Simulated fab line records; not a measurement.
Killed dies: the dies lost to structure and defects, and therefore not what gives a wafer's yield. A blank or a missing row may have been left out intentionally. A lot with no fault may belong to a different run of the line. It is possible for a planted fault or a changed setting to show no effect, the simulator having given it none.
A struck lot beside a sound one    flow sky130    14 steps out of a route of 708
Sound: wafers L839.1, L839.4, L839.5. Wafers L846.2, L846.4, L846.5 were the ones struck. At the end, the cause is stated.
Per side, at each step with rows, come the tool, then ch with its chambers, and then its first start. Under that, the readings that differ: sound wafers    struck wafers    difference of the means    sigmas: that difference in standard deviations of wafers without a fault.
alike: readings with means less than 2 such deviations apart, plus words and numbers identical on both sides. not compared: withheld readings, readings lacking a value on some wafer, bounds such as >300 that could conceal the same value, and numbers that have no deviation in the record and whose values overlap.
Wherever a step has rows on one side only, a row that says differs or no value, or a row with sigmas, the two part there. Numbers that have no deviation but don't overlap get no sigmas and don't part them. Lack of a reading on every wafer of one side parts them only where that side has two or more wafers.

first, 1 step without rows for these wafers: SKY_VIA3_SPUTTER_20 (material TiN, target thk 20 nm, time 80 s).
SKY_VIA3_CVD_21: deposits W, target thk 390 nm, time 117.31 s.
  sound on cvdW-01 ch 0,1, day 41 10:44; struck on cvdW-02 ch 0,1, day 44 19:24
  alike: heaterPowerW
SKY_VIA3_RS_MEAS_22: the measuring method here is four-point-probe.
  struck on filmMetro-02, day 44 19:32; sound on filmMetro-03, day 41 10:52
  alike: VIA3_W_RS
SKY_VIA3_THK_MEAS_23: measures by xrf.
  struck on filmMetro-02, day 44 19:39; sound on filmMetro-03, day 41 10:59
reading          sound        struck       difference  sigmas
VIA3_W_THK (nm)  396 422 419  395 389 391  -21         -2
SKY_VIA3_CMP_24: polishes, stops on SiO2, t overpolish 20 s, target thk 0 nm.
  sound on cmp-02 ch 1,3, day 41 11:02; struck on cmp-02 ch 0,3, day 44 19:45
  alike: headPressurePsi, motorCurrentA, overpolishRunS, slurryFlowMlMin, timeToEndpointS
SKY_METAL4_SPUTTER_00: material Ti, target thk 15 nm, time 10 s.
  struck on pvdSputter-03, day 44 20:00; sound on pvdSputter-02, day 41 11:20
  alike: cathodeDcPowerW, chamberPressurePa, throttleValvePct
then, 1 step without rows for these wafers: SKY_METAL4_SPUTTER_01 (material TiN, target thk 20 nm, time 16.7 s).
SKY_METAL4_SPUTTER_02: material AlCu, target thk 735 nm, time 39.1 s.
  struck on pvdSputter-03, day 44 20:03; sound on pvdSputter-02, day 41 11:23
  alike: cathodeDcPowerW, chamberPressurePa, throttleValvePct
then, 2 steps without rows for these wafers: SKY_METAL4_SPUTTER_03 (material Ti, target thk 5 nm, time 3.3 s); SKY_METAL4_SPUTTER_04 (material TiN, target thk 70 nm, time 58.3 s).
SKY_CAP2M_CVD_00: deposits SiO2, target thk 15.5 nm.
  sound on pecvd-03 ch 0,1, day 41 11:30; struck on pecvd-04 ch 0,1,2, day 44 20:10
  alike: heaterPowerW
SKY_CAP2M_THK_MEAS_01:
  struck on filmMetro-04, day 44 20:11; sound on filmMetro-04, day 41 11:31
reading                sound              struck             difference  sigmas
CAP2M_CVD_00_THK (nm)  14.96 15.34 15.42  15.72 15.81 15.76  +0.52       +2
SKY_CAP2M_SPUTTER_02: material TiN, target thk 200 nm, time 166.7 s.
  struck on pvdSputter-03, day 44 20:14; sound on pvdSputter-04, day 41 11:35
  no value came back on the struck wafers for cathodeDcPowerW (W), chamberPressurePa (Pa), substrateTempC (C), throttleValvePct (%); on the sound wafers cathodeDcPowerW (W) reads 6501.0 6498.9 6500.6
SKY_CAP2M_RS_MEAS_03: the measuring method here is four-point-probe.
  struck on filmMetro-04, day 44 20:40; sound on filmMetro-04, day 41 11:41
reading                sound           struck  difference                     sigmas
CAP2M_TIN_RS (ohm/sq)  7.00 6.90 6.94  - - -   no value on the struck wafers  
  not compared: hold

== WHERE THEY PART ==
Earliest at SKY_VIA3_THK_MEAS_23; latest, in this record, at SKY_CAP2M_RS_MEAS_03.

WHY: what had been put in by the simulator
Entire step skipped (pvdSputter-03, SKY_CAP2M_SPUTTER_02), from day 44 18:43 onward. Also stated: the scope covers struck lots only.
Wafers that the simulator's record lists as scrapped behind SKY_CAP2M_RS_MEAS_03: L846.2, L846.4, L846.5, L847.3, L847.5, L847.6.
